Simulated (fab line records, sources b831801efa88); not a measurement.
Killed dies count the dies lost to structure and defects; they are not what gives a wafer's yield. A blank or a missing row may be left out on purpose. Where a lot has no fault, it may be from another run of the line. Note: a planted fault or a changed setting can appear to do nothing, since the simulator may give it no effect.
A struck lot beside a sound one || flow sky130 || 43 steps out of a route of 708
Sound: these wafers, L422.4, L422.5, L422.6. Wafers L436.2, L436.3, L436.4 were the ones struck. The cause is given at the end.
At each step with rows: each side's tool, then ch and its chambers, then its first start. Under that, the readings that differ: sound wafers || struck wafers || difference of the means || sigmas: that difference in standard deviations of wafers without a fault.
alike: readings with means less than 2 such deviations apart, plus words and numbers identical on both sides. not compared: withheld readings, readings lacking a value on some wafer, bounds such as >300 that could conceal the same value, and numbers that have no deviation in the record and whose values overlap.
The two part at a step that has a row with sigmas, a row that says differs or no value, or rows on one side only. When numbers do not overlap yet have no deviation, they are printed without sigmas and do not part them. A reading missing from all wafers of one side parts the sides only when that side holds two or more wafers.

first, 7 steps without rows for these wafers: SKY_SONOS_ONO_DEHYDRATE_06 (time 60 s); SKY_SONOS_ONO_HMDS_07 (prime time 60 s); SKY_SONOS_ONO_COAT_08 (resist thk 1140 nm); SKY_SONOS_ONO_SOFTBAKE_09 (time 60 s); SKY_SONOS_ONO_EXPOSE_10 (exposes mask ONOM, target cd 410 nm); SKY_SONOS_ONO_PEB_11; SKY_SONOS_ONO_DEVELOP_12 (develop time 60 s).
SKY_SONOS_ONO_CD_MEAS_13: the cd target is 410 nm.
  sound on cd sem-01, day 13 17:13; struck on cd sem-02, day 18 10:17
  alike: cd nm
SKY_SONOS_ONO_OVL_MEAS_14:
  sound on overlay-02, day 13 17:18; struck on overlay-02, day 18 10:23
  alike: SONOS_ONO_OVL
SKY_SONOS_ONO_ETCH_15: etches the open film in CHF3/O2, target depth 19.52 nm, time 7.8 s.
  sound on rie diel-02 ch 0,3, day 13 17:19; struck on rie diel-03 ch 0,2,3, day 18 10:25
  alike: drypump motor current A, oes product au, rf fwd power W, throttle valve pct
  not compared: rf hours counter h
then, 1 step without rows for these wafers: SKY_SONOS_ONO_WET_ETCH_16 (etches SiO2 in dHF, target depth 14 nm, time 280 s).
SKY_SONOS_ONO_STRIP_17: strips in O2/N2.
  sound on plasma asher-03 ch 0,1, day 13 17:27; struck on plasma asher-03 ch 0,1, day 18 10:31
  alike: drypump motor current A, n2 flow sccm, oes product au, strip time to endpoint s
  not compared: rf hours counter h
SKY_SONOS_ONO_WET_ETCH_18: etches Si3N4 in H3PO4, target depth 15 nm, time 172 s.
  sound on wet bench-04 ch 2, day 13 17:31; struck on wet bench-01 ch 3, day 18 10:37
  alike: temp c
then, 2 steps without rows for these wafers: SKY_GATE_OXIDE_CLEAN_00 (cleans in SC1/SC2, time 150 s); SKY_GATE_OXIDE_OXIDATION_01 (stabilise 600 s, purge 300 s, target thk 10.268 nm).
SKY_GATE_OXIDE_THK_MEAS_02:
  sound on film metro-03, day 13 19:46; struck on film metro-03, day 18 12:48
  alike: GATE_OXIDE_OXIDATION_00_THK
then, 7 steps without rows for these wafers: SKY_GATE_OXIDE_DEHYDRATE_03 (time 60 s); SKY_GATE_OXIDE_HMDS_04 (prime time 60 s); SKY_GATE_OXIDE_COAT_05 (resist thk 1140 nm); SKY_GATE_OXIDE_SOFTBAKE_06 (time 60 s); SKY_GATE_OXIDE_EXPOSE_07 (exposes mask LVOM, target cd 600 nm); SKY_GATE_OXIDE_PEB_08; SKY_GATE_OXIDE_DEVELOP_09 (develop time 60 s).
SKY_GATE_OXIDE_OVL_MEAS_10:
  sound on overlay-02, day 14 21:52; struck on overlay-01, day 19 19:10
  alike: GATE_OXIDE_OVL
then, 2 steps without rows for these wafers: SKY_GATE_OXIDE_IMPLANT_11; SKY_GATE_OXIDE_WET_ETCH_12 (etches SiO2 in dHF, target depth 16.8 nm, time 336 s).
SKY_GATE_OXIDE_STRIP_13: strips in O2/N2.
  sound on plasma asher-04 ch 0,1, day 14 22:10; struck on plasma asher-02 ch 0,1, day 19 19:27
  alike: drypump motor current A, n2 flow sccm, oes product au, strip time to endpoint s
  not compared: rf hours counter h
SKY_GATE_OXIDE_TW_MEAS_14:
  sound on film metro-04, day 14 22:16; struck on film metro-04, day 19 19:34
  alike: GATE_OXIDE_TW
then, 3 steps without rows for these wafers: SKY_GATE_OXIDE_CLEAN_15 (cleans in SC1/SC2, time 150 s); SKY_GATE_OXIDE_OXIDATION_16 (stabilise 600 s, purge 300 s, target thk 3.57 nm); SKY_POLY_GATE_CVD_00 (deposits poly-Si, target thk 180 nm, time 720 s).
SKY_POLY_GATE_THK_MEAS_01:
  sound on film metro-03, day 15 01:07; struck on film metro-02, day 19 22:25
  alike: POLY_GATE_CVD_00_THK
then, 8 steps without rows for these wafers: SKY_RES_PROTECT_DEHYDRATE_00 (time 60 s); SKY_RES_PROTECT_HMDS_01 (prime time 60 s); SKY_RES_PROTECT_COAT_02 (resist thk 1140 nm); SKY_RES_PROTECT_SOFTBAKE_03 (time 60 s); SKY_RES_PROTECT_EXPOSE_04 (exposes mask RPM, target cd 1270 nm); SKY_RES_PROTECT_PEB_05; SKY_RES_PROTECT_DEVELOP_06 (develop time 60 s); SKY_POLY_GATE_IMPLANT_02.
SKY_RES_PROTECT_STRIP_07: strips in O2/N2.
  sound on plasma asher-01 ch 0,1, day 16 04:11; struck on plasma asher-01 ch 0,1, day 21 05:46
  alike: drypump motor current A, n2 flow sccm, oes product au, strip time to endpoint s
  not compared: rf hours counter h
SKY_RES_PROTECT_TW_MEAS_08:
  sound on film metro-01, day 16 04:17; struck on film metro-01, day 21 05:52
  alike: POLY_GATE_TW
-- a jump in the record: the struck wafers' starts before and after are 29 days apart (it breaks off in module RES_PROTECT and resumes in module PAD_OPEN, where the first step shown is number 708 of the route) --
SKY_PAD_OPEN_PROBE_99:
  sound on prober-01, day 46 15:44; struck on prober-01, day 49 22:27
{"reading": "hold", "sound": "- - -", "struck": "await dispo/10.6h/release await dispo/10.6h/release await dispo/10.6h/release", "difference": "no value on the sound wafers", "sigmas": ""}
{"reading": "killed at front end", "sound": "11 21 22", "struck": "55 55 50", "difference": "+35", "sigmas": "+9"}
{"reading": "killed dies", "sound": "76 78 88", "struck": "113 116 126", "difference": "+38", "sigmas": "+4"}
  alike: killed_at_M0_to_M3, killed_at_M4_up, killed at contacts, killed at other, killed open, killed short

== WHERE THEY PART ==
SKY_PAD_OPEN_PROBE_99 only, going by this record.

WHY: the cause the simulator had injected
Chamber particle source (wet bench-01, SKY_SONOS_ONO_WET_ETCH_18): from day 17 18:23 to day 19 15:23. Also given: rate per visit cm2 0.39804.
